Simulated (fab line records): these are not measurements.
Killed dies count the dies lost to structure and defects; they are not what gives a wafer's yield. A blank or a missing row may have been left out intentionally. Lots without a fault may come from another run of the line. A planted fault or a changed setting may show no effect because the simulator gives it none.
The tool behind it: which one? | flow sky130 | 15 lots with 45 wafers sampled at 3 steps, on a route of 708 steps

WHAT THE GAUGES READ, wafer by wafer
SKY_SD_N_RS_MEAS_17: uses a four-point probe to measure.
lot  | measured     | on            | SD_P_RS (ohm/sq)
L682 | day 27 11:17 | film-metro-02 | 146.9 147.5 147.5
L683 | day 28 01:13 | film-metro-02 | 147.4 146.8 147.6
L684 | day 28 06:51 | film-metro-04 | 146.6 146.5 146.7
L685 | day 28 07:46 | film-metro-01 | 146.9 147.2 147.2
L686 | day 28 22:04 | film-metro-02 | 147.2 147.5 147.1
L688 | day 30 09:15 | film-metro-02 | 147.3 146.8 147.2
L689 | day 30 12:21 | film-metro-02 | 147.6 146.9 147.2
L690 | day 30 15:34 | film-metro-02 | 146.6 146.1 146.9
L691 | day 30 20:44 | film-metro-02 | 146.5 147.1 146.5
L692 | day 31 05:03 | film-metro-01 | 147.5 147.6 147.6
L694 | day 31 15:49 | film-metro-01 | 147.8 147.9 147.7
L695 | day 32 01:19 | film-metro-01 | 147.0 146.3 146.7
L696 | day 33 01:42 | film-metro-01 | 147.2 147.8 147.0
L697 | day 33 03:12 | film-metro-02 | 146.8 147.0 146.9
L705 | day 35 07:04 | film-metro-01 | 147.1 147.2 147.1

SKY_CONTACT_CD_MEAS_14 targets a cd of 170 nm.
lot  | measured     | on        | cd-nm (nm)
L682 | day 31 03:32 | cd-sem-01 | 171.4 170.7 172.0
L683 | day 31 17:28 | cd-sem-02 | 170.0 169.6 170.0
L684 | day 31 21:55 | cd-sem-02 | 171.1 169.6 170.4
L685 | day 31 23:46 | cd-sem-01 | 170.5 170.6 171.2
L686 | day 32 12:13 | cd-sem-01 | 170.8 171.2 171.7
L688 | day 33 22:10 | cd-sem-01 | 171.9 169.8 170.7
L689 | day 34 00:38 | cd-sem-02 | 169.8 169.7 169.6
L690 | day 34 05:25 | cd-sem-02 | 170.3 172.3 171.0
L691 | day 34 10:11 | cd-sem-01 | 170.8 170.2 170.2
L692 | day 34 18:09 | cd-sem-01 | 169.0 168.5 168.3
L694 | day 35 03:42 | cd-sem-01 | 169.7 170.0 169.6
L695 | day 35 14:38 | cd-sem-02 | 168.3 168.9 169.6
L696 | day 36 14:59 | cd-sem-02 | 169.5 168.9 169.3
L697 | day 36 15:56 | cd-sem-01 | 170.7 171.5 171.8
L705 | day 38 18:13 | cd-sem-02 | 169.0 169.8 169.0

WHAT TOOL EACH LOT RAN ON (gives the tool, then ch and the chambers of the sampled wafers, and finally the start)
lot  | SKY_LI_CONTACT_ETCH_15
L682 | rie-diel-02 ch 0,3, day 28 16:41
L683 | rie-diel-03 ch 0,1, day 29 06:17
L684 | rie-diel-04 ch 0,1, day 29 11:23
L685 | rie-diel-03 ch 2,3, day 29 13:14
L686 | rie-diel-03 ch 0,1,2, day 30 02:26
L688 | rie-diel-02 ch 0,2,3, day 31 14:02
L689 | rie-diel-03 ch 0,1,2, day 31 17:06
L690 | rie-diel-04 ch 2,3, day 31 20:41
L691 | rie-diel-04 ch 0,2,3, day 32 01:44
L692 | rie-diel-02 ch 0,2, day 32 08:38
L694 | rie-diel-03 ch 0,1,2, day 32 19:29
L695 | rie-diel-03 ch 0,2, day 33 05:08
L696 | rie-diel-02 ch 0,1, day 34 07:06
L697 | rie-diel-04 ch 1,2, day 34 07:48
L705 | rie-diel-02 ch 0,1, day 36 10:54
- SKY_LI_CONTACT_ETCH_15: etches PSG in C4F8/O2/Ar, stops on Si, target depth 600 nm.

WHAT THE TOOLS THEMSELVES READ (means of the sampled wafers that have a number; where no wafer has one, the mark that the record gives instead)
SKY_LI_CONTACT_ETCH_15.
lot  | tool        | oes-product-au (a.u.)
L682 | rie-diel-02 | 0.840
L683 | rie-diel-03 | 0.841
L684 | rie-diel-04 | 0.834
L685 | rie-diel-03 | 0.837
L686 | rie-diel-03 | 0.836
L688 | rie-diel-02 | 0.837
L689 | rie-diel-03 | 0.838
L690 | rie-diel-04 | 0.836
L691 | rie-diel-04 | 0.839
L692 | rie-diel-02 | 0.837
L694 | rie-diel-03 | 0.841
L695 | rie-diel-03 | 0.834
L696 | rie-diel-02 | 0.838
L697 | rie-diel-04 | 0.834
L705 | rie-diel-02 | 0.835

THE ANSWER, worked out from the rows above alone
Rule: usual is defined by the lots themselves. Put in order of their means at a reading, lots are off if they are a third of the lots or fewer, leave a main group of 4 or more, and stand apart from it by a gap of 3 or more times the standard deviation of the main group's means; of several such gaps the widest counts. If all means in a main group match to the digits the tables above print for the reading, that group is not used. A lot without any number at a reading at which 4 lots or more have one is off too. Any other lot the step has rows for is counted as sound. After the gauges, taken in route order, come the tools' own readings; for these a lot's mean is taken, as printed above. The first step at which some lot is off is used, and at that step the reading that is off furthest; a lot without a number counts as furthest.
Across all readings shown, no lot is off: no conclusion can be drawn from this.

WHAT WAS PUT IN BY THE SIMULATOR
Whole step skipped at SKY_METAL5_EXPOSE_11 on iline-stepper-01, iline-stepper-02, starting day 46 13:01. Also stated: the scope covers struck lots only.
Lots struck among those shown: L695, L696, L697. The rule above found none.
